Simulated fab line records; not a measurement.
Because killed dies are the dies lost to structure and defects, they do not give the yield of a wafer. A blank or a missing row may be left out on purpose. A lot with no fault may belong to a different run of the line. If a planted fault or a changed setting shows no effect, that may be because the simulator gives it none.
The tool behind it: which one?	flow sky130	Sampling: 15 lots, 45 wafers, 3 of 708 route steps

== WHAT EACH GAUGE READ, for each wafer ==
SKY_VT_ADJUST_HVTP_OVL_MEAS_08.
lot	measured	on	VT_ADJUST_HVTP_OVL (nm)
L846	day 6 11:37	overlay-01	-0.1 2.7 -1.1
L849	day 7 13:58	overlay-01	2.3 0.8 0.0
L850	day 7 14:41	overlay-02	0.8 -0.2 2.0
L851	day 7 18:02	overlay-02	1.0 0.3 0.3
L852	day 8 01:32	overlay-02	-0.6 -0.4 -0.5
L853	day 8 08:44	overlay-02	1.0 -0.2 0.9
L855	day 8 16:59	overlay-01	1.6 1.6 0.1
L856	day 8 23:34	overlay-01	2.7 2.5 1.7
L857	day 9 08:05	overlay-02	1.0 0.1 4.4
L860	day 10 03:38	overlay-01	0.5 -0.3 1.9
L861	day 10 12:08	overlay-02	0.8 -1.8 -1.4
L862	day 10 13:05	overlay-02	1.2 2.2 1.7
L863	day 10 18:56	overlay-02	3.1 4.9 1.9
L864	day 11 00:08	overlay-02	0.9 1.0 2.0
L868	day 12 07:02	overlay-02	0.3 0.7 0.9

SKY_SD_N_OVL_MEAS_08.
lot	measured	on	SD_N_OVL (nm)
L846	day 28 10:14	overlay-01	1.1 0.3 1.8
L849	day 29 16:11	overlay-01	0.2 -0.2 -0.6
L850	day 29 19:57	overlay-02	1.6 1.2 0.9
L851	day 29 22:08	overlay-02	-1.8 -1.0 -1.0
L852	day 30 07:35	overlay-01	0.7 -0.9 -2.1
L853	day 30 17:44	overlay-01	-3.6 -1.0 -2.5
L855	day 31 04:45	overlay-02	0.6 0.7 1.6
L856	day 31 14:35	overlay-02	-0.3 0.8 -0.8
L857	day 31 19:26	overlay-01	0.8 1.6 1.9
L860	day 33 15:08	overlay-02	2.0 2.1 -0.4
L861	day 33 17:02	overlay-01	-0.4 -1.5 0.5
L862	day 33 17:41	overlay-01	1.7 3.5 1.3
L863	day 33 21:18	overlay-02	-2.1 -2.6 -0.4
L864	day 34 00:50	overlay-02	-1.7 -0.1 -0.2
L868	day 35 14:23	overlay-01	2.6 1.1 1.9

== EACH LOT AND THE TOOL THAT RAN IT (in order: tool; ch and the chambers of the sampled wafers; start) ==
lot	SKY_NWELL_CLEAN_00
L846	wetBench-02 ch 0, day 2 17:26
L849	wetBench-04 ch 3, day 3 14:02
L850	wetBench-01 ch 1, day 3 14:05
L851	wetBench-01 ch 3, day 3 17:53
L852	wetBench-01 ch 2, day 3 22:22
L853	wetBench-02 ch 1, day 4 05:24
L855	wetBench-04 ch 0, day 4 13:24
L856	wetBench-02 ch 3, day 4 18:24
L857	wetBench-02 ch 3, day 5 00:46
L860	wetBench-02 ch 3, day 5 18:29
L861	wetBench-04 ch 0, day 6 00:28
L862	wetBench-01 ch 0, day 6 02:51
L863	wetBench-02 ch 2, day 6 09:46
L864	wetBench-02 ch 3, day 6 14:08
L868	wetBench-04 ch 0, day 7 15:13
- SKY_NWELL_CLEAN_00: cleans in SC1/SC2, time 150 s.

== WHAT THE TOOLS THEMSELVES READ (means of the sampled wafers that have a number; where no wafer has one, the mark that the record gives instead) ==
SKY_NWELL_CLEAN_00.
lot	tool	bathGuardTempC (C)	bathHeatDutyPct (%)
L846	wetBench-02	70.7	12.1
L849	wetBench-04	70.5	12.8
L850	wetBench-01	70.5	14.2
L851	wetBench-01	70.4	12.2
L852	wetBench-01	69.6	13.7
L853	wetBench-02	70.1	11.4
L855	wetBench-04	71.1	13.2
L856	wetBench-02	70.0	15.3
L857	wetBench-02	69.9	15.9
L860	wetBench-02	69.9	15.4
L861	wetBench-04	-	-
L862	wetBench-01	-	-
L863	wetBench-02	-	-
L864	wetBench-02	70.0	15.7
L868	wetBench-04	71.1	13.4

== THE ANSWER, worked out from the rows above alone ==
Rule: the lots themselves supply what counts as usual. The widest of any qualifying gaps counts: lots, ordered by their means at a reading, are off when they make up no more than a third of the lots, leave a main group of 4 or more, and stand apart from it by 3 or more times the standard deviation of that group's means. The tables above print the reading to a certain number of digits; a main group whose means all agree to those digits is not used. A lot without any number at a reading at which 4 lots or more have one is off too. The other lots that the step has rows for count as sound. Order of review: gauges by route order, followed by the tools' own readings, for which a lot's mean as printed above is used. At the first step where some lot is off, the reading lying furthest off is the one used; lots without a number count as furthest.
Off, at SKY_NWELL_CLEAN_00 on bathGuardTempC: L861, L862, L863. Without a number there: L861, L862, L863. The main group has a mean of 70.3 C with a standard deviation of 0.46.
A tool fits if, at that step or a process step before it, it ran every lot that is off, and no sound lot after the first of them. No candidate that was tried fits.

== WHAT HAD BEEN PUT IN BY THE SIMULATOR ==
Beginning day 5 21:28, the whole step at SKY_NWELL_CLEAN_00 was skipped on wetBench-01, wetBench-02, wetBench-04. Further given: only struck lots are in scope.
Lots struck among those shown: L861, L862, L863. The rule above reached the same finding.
